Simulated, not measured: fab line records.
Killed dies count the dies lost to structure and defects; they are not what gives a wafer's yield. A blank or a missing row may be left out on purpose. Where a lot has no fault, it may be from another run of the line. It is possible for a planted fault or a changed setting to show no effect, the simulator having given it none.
The same fault as seen by 2 desks + flow sky130 + every desk sees just its own numbers, and what lay behind them comes last

AT THE TOOL OWNER'S DESK: rie-diel-04
The tool's own readings at SKY_VIA1_ETCH_15 (etches SiO2 in C4F8/O2/Ar, stops on TiN, target depth 351 nm, time 54 s): means of the sampled wafers that have a number, for each lot that ran on this tool. A lot is out of limits, marked OUT, if its mean lies more than 4 standard deviations from the usual mean; the brackets give that distance.
Columns: A = chamber-pressure-mTorr at SKY_VIA1_ETCH_15, usual 40.00 mTorr; B = oes-product-au at SKY_VIA1_ETCH_15, usual 0.979 a.u.; C = rf-fwd-power-W at SKY_VIA1_ETCH_15, usual 1486 W
| lot  | first seen here | A     | B     | C              |
|------|-----------------|-------|-------|----------------|
| L800 | day 38 07:46    | 39.99 | 0.976 | 1480           |
| L802 | day 38 13:49    | 40.00 | 0.965 | 1405 (-16) OUT |
| L801 | day 38 16:40    | 39.98 | 0.970 | 1406 (-16) OUT |
Finding of this desk: L801, L802 out of limits; the first was L802 at day 38 13:49, on rf-fwd-power-W at SKY_VIA1_ETCH_15. Within limits: L800.

FROM THE METROLOGY DESK
Lot by lot, what the gauges showed, no matter which tool ran the lot: averages of those sampled wafers that carry a number. A lot is out of limits, marked OUT, if its mean lies more than 4 standard deviations from the usual mean; the brackets give that distance.
Columns: A = VIA1_BOW at SKY_VIA1_BOW_MEAS_03, usual 80 um; B = cd-nm at SKY_VIA1_CD_MEAS_12, usual 150.1 nm; C = VIA1_OVL at SKY_VIA1_OVL_MEAS_13, usual -1 nm
| lot  | first seen here | A  | B     | C  |
|------|-----------------|----|-------|----|
| L798 | day 36 07:48    | 78 | 150.9 | 4  |
| L800 | day 37 06:22    | 87 | 150.7 | 4  |
| L802 | day 37 12:38    | 75 | 153.5 | -4 |
| L801 | day 37 15:41    | 74 | 150.6 | -1 |
| L803 | day 38 18:17    | 79 | 151.3 | 3  |
| L810 | day 39 14:02    | 75 | 149.3 | -1 |
This desk's verdict: no lot among the 6 shows anything out of limits.

TAKEN TOGETHER
At day 38 13:49, on L801, L802, the tool owner's desk was in a position to raise an alarm.
Nothing out of limits was seen by the metrology desk.
The metrology desk has L801, L802 on record, within its limits.
SKY_VIA1_ETCH_15 was run on rie-diel-04 by each of the lots named.

WHAT WAS PUT IN BY THE SIMULATOR
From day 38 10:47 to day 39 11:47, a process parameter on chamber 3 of rie-diel-04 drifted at SKY_VIA1_ETCH_15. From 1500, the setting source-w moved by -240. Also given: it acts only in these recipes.
Lots struck among those shown: L801, L802.
Delay in hours, fault start to first out-of-limits reading, by desk: the tool owner's desk at 3.
